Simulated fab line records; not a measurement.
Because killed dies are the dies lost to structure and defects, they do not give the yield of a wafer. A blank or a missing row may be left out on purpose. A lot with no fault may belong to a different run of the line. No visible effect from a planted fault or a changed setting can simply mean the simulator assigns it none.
fab line records    flow gf180mcu
record lots=14  wafers=42  last-day=34
route steps=602 shown MVSD@75 MVPSD@139 POLY_GATE@168
lots that met no fault: from a run of the same line without faults
start-h: hours from the record's first day to the start of the lot's first wafer shown    wait-h: hours since the lot's step before    " repeats the value in the row above    L1.1+2: a single row standing in for several wafers    - no value, or no start given    * or withheld: withheld    < > ~ a bound
route shown NAME@n: a module of which the file shows steps, and the number in the route of the first    usual: mean/standard deviation taken from wafers without a fault    same: alike in all rows    chamber/n: place in a boat    sites: each site's reading    _std_site: how widely they spread, as a standard deviation    _edge_site: inner sites' mean taken away from outer sites' mean    radius-mm: for every site, how far away it sits from the centre of the wafer    mask NAME#n: copy n    behind: the last tool/chamber to shape the wafer    hold: what put the lot on hold/how long, in hours/how the hold closed    device: names the non-switching transistor (n, p or np)    end of line: at the end of the route, the tests of the same wafers    a step without rows: its recipe alone    killed: the dies lost at the first sort to structure and to defects; this is not the yield of the wafer    map: the dies of a wafer, with x for killed, . for not killed, _ for no die there
set.NAME: the setting that was run; set.NAME@STEP: the one run at that earlier step    model.NAME: the simulator's own value behind a step, which no gauge read
the route's steps for a sample of lots (tables are steps, rows are wafers)
services: from which hour (start-h, from the record's first day; less than 0 if before it) a tool's chamber was out of use, for how many hours, and why
## steps
# step GF_MVSD_IMPLANT_09
# recipe species=P  energy-kev=100  dose-cm2=5e+12  tilt-deg=0
# usual beam-energy-keV=100.00/0.034  beam-on-s=10.01/0.23
lot.wafer  tool          chamber  start-h  wait-h  beam-energy-keV  beam-on-s
L663.3     implanter-02  0        82.83    0.1     100.00           10.29
L663.5     "             0        "        "       100.04           9.66
L663.6     "             0        "        "       99.98            9.88
L664.3     implanter-04  0        88.33    0.1     99.96            9.94
L664.5     "             0        "        "       99.99            9.66
L664.6     "             0        "        "       99.99            9.84
L665.2     implanter-03  0        94.86    0.1     100.03           9.78
L665.4     "             0        "        "       99.97            10.05
L665.6     "             0        "        "       100.06           10.10
L667.2     implanter-04  0        104.66   0.1     100.03           9.77
L667.4     "             0        "        "       100.02           10.14
L667.6     "             0        "        "       100.02           10.02
L671.1     implanter-04  0        128.68   0.1     100.04           9.87
L671.2     "             0        "        "       100.00           10.01
L671.3     "             0        "        "       100.04           10.19
L672.2     implanter-02  0        134.86   0.1     99.93            10.08
L672.5     "             0        "        "       99.97            9.88
L672.6     "             0        "        "       99.92            10.33
L673.1     implanter-03  0        140.25   0.1     100.00           10.19
L673.3     "             0        "        "       99.99            10.38
L673.6     "             0        "        "       100.00           9.89
L674.1     implanter-03  0        147.18   0.1     100.00           10.18
L674.3     "             0        "        "       100.05           9.99
L674.4     "             0        "        "       100.03           10.02
L675.2     implanter-03  0        151.61   0.1     100.01           10.27
L675.4     "             0        "        "       100.01           9.82
L675.5     "             0        "        "       100.07           10.05
L676.2     implanter-04  -        158.91   0.1     -                -
L676.3     "             -        "        "       -                -
L676.4     "             -        "        "       -                -
L677.3     implanter-04  -        163.23   0.1     -                -
L677.5     "             -        "        "       -                -
L677.6     "             -        "        "       -                -
L680.1     implanter-04  0        181.84   0.1     99.99            9.72
L680.3     "             0        "        "       100.00           9.90
L680.5     "             0        "        "       99.97            10.03
L682.2     implanter-04  0        191.07   0.1     99.99            10.10
L682.3     "             0        "        "       100.01           9.91
L682.6     "             0        "        "       100.03           10.28
L686.1     implanter-04  0        216.08   0.1     100.02           9.89
L686.2     "             0        "        "       99.98            9.82
L686.6     "             0        "        "       100.06           10.14
# step GF_MVSD_TW_MEAS_11
# usual MVSD_TW=1569/10
lot.wafer  tool           chamber  start-h  wait-h  MVSD_TW
L663.3     film-metro-03  -        83.05    0.1     1546
L663.5     "              -        "        "       1553
L663.6     "              -        "        "       1561
L664.3     film-metro-01  -        88.55    0.1     1557
L664.5     "              -        "        "       1564
L664.6     "              -        "        "       1566
L665.2     film-metro-02  -        95.09    0.1     1552
L665.4     "              -        "        "       1553
L665.6     "              -        "        "       1557
L667.2     film-metro-01  -        104.90   0.1     1571
L667.4     "              -        "        "       1574
L667.6     "              -        "        "       1578
L671.1     film-metro-03  -        128.93   0.1     1551
L671.2     "              -        "        "       1560
L671.3     "              -        "        "       1556
L672.2     film-metro-03  -        135.10   0.1     1555
L672.5     "              -        "        "       1546
L672.6     "              -        "        "       1552
L673.1     film-metro-02  -        140.50   0.1     1571
L673.3     "              -        "        "       1559
L673.6     "              -        "        "       1557
L674.1     film-metro-03  -        147.43   0.1     1556
L674.3     "              -        "        "       1556
L674.4     "              -        "        "       1557
L675.2     film-metro-01  -        151.85   0.1     1572
L675.4     "              -        "        "       1574
L675.5     "              -        "        "       1565
L676.2     film-metro-02  -        159.15   0.1     1512
L676.3     "              -        "        "       1504
L676.4     "              -        "        "       1522
L677.3     film-metro-03  -        163.45   0.1     1491
L677.5     "              -        "        "       1489
L677.6     "              -        "        "       1486
L680.1     film-metro-01  -        182.09   0.1     1574
L680.3     "              -        "        "       1575
L680.5     "              -        "        "       1577
L682.2     film-metro-01  -        191.31   0.1     1579
L682.3     "              -        "        "       1580
L682.6     "              -        "        "       1580
L686.1     film-metro-02  -        216.33   0.1     1578
L686.2     "              -        "        "       1580
L686.6     "              -        "        "       1580
# step GF_VT_IMPLANT_RS_MEAS_46
# recipe thk-meas-gauge=four-point-probe
# usual MVSD_RS=456.2/1.2
lot.wafer  tool           chamber  start-h  wait-h  MVSD_RS[ohm/sq]
L663.3     film-metro-01  -        156.50   0.1     455.2
L663.5     "              -        "        "       455.8
L663.6     "              -        "        "       456.1
L664.3     film-metro-01  -        163.44   0.1     455.7
L664.5     "              -        "        "       456.8
L664.6     "              -        "        "       455.2
L665.2     film-metro-02  -        169.82   0.1     454.8
L665.4     "              -        "        "       455.9
L665.6     "              -        "        "       455.8
L667.2     film-metro-02  -        183.52   0.1     453.8
L667.4     "              -        "        "       454.5
L667.6     "              -        "        "       455.2
L671.1     film-metro-01  -        209.55   0.1     455.6
L671.2     "              -        "        "       456.2
L671.3     "              -        "        "       456.3
L672.2     film-metro-01  -        217.72   0.1     456.3
L672.5     "              -        "        "       456.4
L672.6     "              -        "        "       457.8
L673.1     film-metro-02  -        223.24   0.1     456.1
L673.3     "              -        "        "       456.4
L673.6     "              -        "        "       457.7
L674.1     film-metro-01  -        229.74   0.1     456.7
L674.3     "              -        "        "       457.2
L674.4     "              -        "        "       457.4
L675.2     film-metro-01  -        238.72   0.1     456.2
L675.4     "              -        "        "       457.1
L675.5     "              -        "        "       458.6
L676.2     film-metro-02  -        244.71   0.1     -
L676.3     "              -        "        "       -
L676.4     "              -        "        "       -
L677.3     film-metro-03  -        249.85   0.1     -
L677.5     "              -        "        "       -
L677.6     "              -        "        "       -
L680.1     film-metro-02  -        271.61   0.1     456.2
L680.3     "              -        "        "       455.5
L680.5     "              -        "        "       454.9
L682.2     film-metro-03  -        284.08   0.1     454.7
L682.3     "              -        "        "       456.7
L682.6     "              -        "        "       454.7
L686.1     film-metro-01  -        312.55   0.2     457.5
L686.2     "              -        "        "       456.0
L686.6     "              -        "        "       456.6
# step GF_VT_IMPLANT_RS_MEAS_49
# recipe thk-meas-gauge=four-point-probe
# usual MVPSD_RS=1167.9/2.5
lot.wafer  tool           chamber  start-h  wait-h  MVPSD_RS[ohm/sq]
L663.3     film-metro-01  -        156.86   0.1     1164.3
L663.5     "              -        "        "       1167.4
L663.6     "              -        "        "       1164.7
L664.3     film-metro-01  -        163.80   0.1     1165.9
L664.5     "              -        "        "       1170.1
L664.6     "              -        "        "       1165.3
L665.2     film-metro-02  -        170.18   0.1     1164.9
L665.4     "              -        "        "       1165.4
L665.6     "              -        "        "       1162.3
L667.2     film-metro-02  -        183.88   0.1     1164.2
L667.4     "              -        "        "       1166.5
L667.6     "              -        "        "       1165.5
L671.1     film-metro-01  -        209.91   0.1     1163.7
L671.2     "              -        "        "       1168.1
L671.3     "              -        "        "       1168.0
L672.2     film-metro-01  -        218.08   0.1     1167.0
L672.5     "              -        "        "       1173.0
L672.6     "              -        "        "       1169.4
L673.1     film-metro-02  -        223.60   0.1     1170.0
L673.3     "              -        "        "       1170.0
L673.6     "              -        "        "       1168.0
L674.1     film-metro-01  -        230.10   0.1     1167.7
L674.3     "              -        "        "       1165.9
L674.4     "              -        "        "       1165.0
L675.2     film-metro-01  -        239.08   0.1     1170.4
L675.4     "              -        "        "       1166.4
L675.5     "              -        "        "       1168.7
L680.1     film-metro-02  -        271.97   0.1     1165.0
L680.3     "              -        "        "       1167.4
L680.5     "              -        "        "       1170.4
L682.2     film-metro-03  -        284.44   0.1     1165.4
L682.3     "              -        "        "       1166.1
L682.6     "              -        "        "       1165.4
L686.1     film-metro-01  -        312.91   0.1     1168.6
L686.2     "              -        "        "       1171.8
L686.6     "              -        "        "       1168.4
# step GF_POLY_GATE_OVL_MEAS_11
# usual POLY_GATE_OVL=5/4.8
lot.wafer  tool        chamber  start-h  wait-h  POLY_GATE_OVL[nm]
L663.3     overlay-01  -        193.92   0.1     5
L663.5     "           -        "        "       5
L663.6     "           -        "        "       1
L664.3     overlay-01  -        203.54   0.1     17
L664.5     "           -        "        "       18
L664.6     "           -        "        "       11
L665.2     overlay-01  -        210.79   0.1     2
L665.4     "           -        "        "       7
L665.6     "           -        "        "       0
L667.2     overlay-01  -        224.37   0.1     12
L667.4     "           -        "        "       12
L667.6     "           -        "        "       4
L671.1     overlay-02  -        251.18   0.1     5
L671.2     "           -        "        "       4
L671.3     "           -        "        "       1
L672.2     overlay-02  -        259.97   0.1     3
L672.5     "           -        "        "       3
L672.6     "           -        "        "       3
L673.1     overlay-02  -        265.88   0.1     1
L673.3     "           -        "        "       3
L673.6     "           -        "        "       4
L674.1     overlay-02  -        274.73   0.1     5
L674.3     "           -        "        "       5
L674.4     "           -        "        "       6
L675.2     overlay-01  -        285.59   0.1     7
L675.4     "           -        "        "       3
L675.5     "           -        "        "       3
L680.1     overlay-02  -        320.57   0.1     16
L680.3     "           -        "        "       5
L680.5     "           -        "        "       11
L682.2     overlay-02  -        330.74   0.1     -3
L682.3     "           -        "        "       5
L682.6     "           -        "        "       4
L686.1     overlay-02  -        362.18   0.1     3
L686.2     "           -        "        "       3
L686.6     "           -        "        "       -2
# step GF_POLY_GATE_ETCH_13
# recipe target=poly-Si  target-depth-nm=198.5  stop-on=SiO2  over-etch-frac=0.403  chemistry=HBr/Cl2  icp-w=400  bias-w=100  pressure-mtorr=10  HBr_flow_sccm=150  Cl2_flow_sccm=50  time-s=69.6
# usual HBr_flow_sccm=149.9/0.49  drypump-motor-current-A=5.8/0.41  oes-product-au=0.993/0.011  throttle-valve-pct=33.685/0.0095
lot.wafer  tool       chamber  start-h  wait-h  HBr_flow_sccm  drypump-motor-current-A  oes-product-au  rf-hours-counter-h  throttle-valve-pct
L663.3     rie-si-01  3        194.00   -       149.4          5.6                      0.980           2                   33.688
L663.5     "          0        "        "       149.1          5.6                      0.990           -                   33.690
L663.6     "          1        "        "       150.6          6.0                      0.995           -                   33.678
L664.3     rie-si-02  1        203.62   -       149.5          6.5                      0.998           89                  33.692
L664.5     "          3        "        "       149.7          5.0                      1.009           -                   33.671
L664.6     "          2        "        "       150.3          5.7                      0.989           -                   33.690
L665.2     rie-si-02  3        210.87   -       149.9          5.0                      1.003           5                   33.681
L665.4     "          3        "        "       149.8          5.0                      0.994           -                   33.685
L665.6     "          1        "        "       150.1          6.5                      0.994           -                   33.695
L667.2     rie-si-01  1        224.45   -       150.3          6.0                      0.995           42                  33.683
L667.4     "          2        "        "       150.0          5.9                      0.994           87                  33.673
L667.6     "          2        "        "       149.7          5.9                      0.994           -                   33.699
L671.1     rie-si-02  0        251.27   -       149.5          5.5                      0.992           0                   33.668
L671.2     "          1        "        "       149.1          6.6                      0.993           89                  33.683
L671.3     "          3        "        "       150.4          5.0                      1.001           6                   33.674
L672.2     rie-si-01  0        260.05   -       149.3          5.6                      0.996           17                  33.682
L672.5     "          0        "        "       149.7          5.6                      0.998           -                   33.694
L672.6     "          3        "        "       149.9          5.6                      0.985           -                   33.683
L673.1     rie-si-01  0        265.97   -       150.4          5.6                      1.003           17                  33.697
L673.3     "          1        "        "       150.2          6.0                      0.997           42                  33.698
L673.6     "          2        "        "       149.0          5.9                      0.989           -                   33.678
L674.1     rie-si-02  1        274.82   -       150.1          6.5                      0.996           90                  33.690
L674.3     "          2        "        "       149.3          5.8                      0.986           75                  33.667
L674.4     "          3        "        "       150.2          5.0                      1.008           6                   33.681
L675.2     rie-si-01  1        285.67   -       150.3          6.0                      0.986           43                  33.687
L675.4     "          0        "        "       149.9          5.6                      0.994           17                  33.697
L675.5     "          1        "        "       149.6          6.0                      0.987           -                   33.687
L680.1     rie-si-01  1        320.65   -       150.5          6.0                      1.010           43                  33.683
L680.3     "          0        "        "       150.7          5.6                      0.992           18                  33.680
L680.5     "          3        "        "       148.6          5.6                      0.970           -                   33.682
L682.2     rie-si-01  0        330.82   -       150.5          5.6                      0.994           18                  33.689
L682.3     "          2        "        "       150.2          5.9                      0.988           88                  33.675
L682.6     "          1        "        "       149.4          6.0                      1.000           -                   33.701
L686.1     rie-si-01  3        362.27   -       149.5          5.6                      0.969           3                   33.680
L686.2     "          0        "        "       150.0          5.6                      1.001           18                  33.684
L686.6     "          1        "        "       150.4          6.0                      0.998           -                   33.690
## services
tool          chamber  start-h  hours  kind
rie-si-02     1        64.58    7.8    repair
implanter-04  -        67.17    6.4    pm
implanter-04  -        122.31   1.4    repair
implanter-02  -        128.57   3.6    repair
implanter-04  -        154.83   2.7    repair
rie-si-01     -        161.27   0.8    repair
rie-si-02     0        201.39   -      clean
rie-si-02     0        201.39   24.7   scheduled-down
rie-si-02     0        201.39   24.7   vent-cycle
implanter-04  -        250.25   32.2   pm
rie-si-01     -        281.13   0.8    repair
implanter-03  -        288.85   2.2    repair
rie-si-02     -        293.69   0.4    repair
rie-si-01     2        315.55   8.1    repair
rie-si-02     -        320.37   2.8    pm
rie-si-02     3        324.05   1.2    repair
implanter-02  -        324.10   3.4    repair
implanter-04  -        327.28   2.7    repair
rie-si-02     1        349.67   -      clean
rie-si-02     1        349.67   27.1   scheduled-down
implanter-03  -        359.98   4.3    repair
rie-si-01     2        361.00   -      clean
rie-si-01     2        361.00   25.9   scheduled-down
rie-si-01     2        361.00   25.9   vent-cycle
## key
first-sign step=GF_MVSD_IMPLANT_09  reading=tool-record  direction=missing
effect step=GF_MVSD_TW_MEAS_11  reading=MVSD_TW  direction=down  sigmas=6.8  usual=1569  struck=1501
effect step=GF_VT_IMPLANT_RS_MEAS_46  reading=MVSD_RS  direction=missing
met-at GF_MVSD_IMPLANT_09
struck-lots L676,L677
later-rows-left-out L676.2,L676.3,L676.4,L677.3,L677.5,L677.6
sort-left-out L676.2,L676.3,L676.4,L677.3,L677.5,L677.6
tester-left-out L676,L677
not-acting-at GF_VT_IMPLANT_RS_MEAS_49,GF_POLY_GATE_OVL_MEAS_11,GF_POLY_GATE_ETCH_13
onset-between 128.68 158.91
fault kind=skipped-step-whole  tool=implanter-04  chamber=-  onset-h=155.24  steps=GF_MVSD_IMPLANT_09  scope=struck-lots-only
# tester-left-out: of these lots the tester's yield and bins aren't shown, on N5 and GAA mostly nor the transistor test; their killed dies are dies lost to structure and defects alone, not to doping, threshold or leakage, so they don't give the yield
# sort-left-out: the simulated sort isn't trusted on such a fault, so these wafers' sort isn't shown, and their yield isn't known
# later-rows-left-out: the simulator's readings of these wafers behind a module that went badly wrong aren't trusted and aren't shown, but for the sort
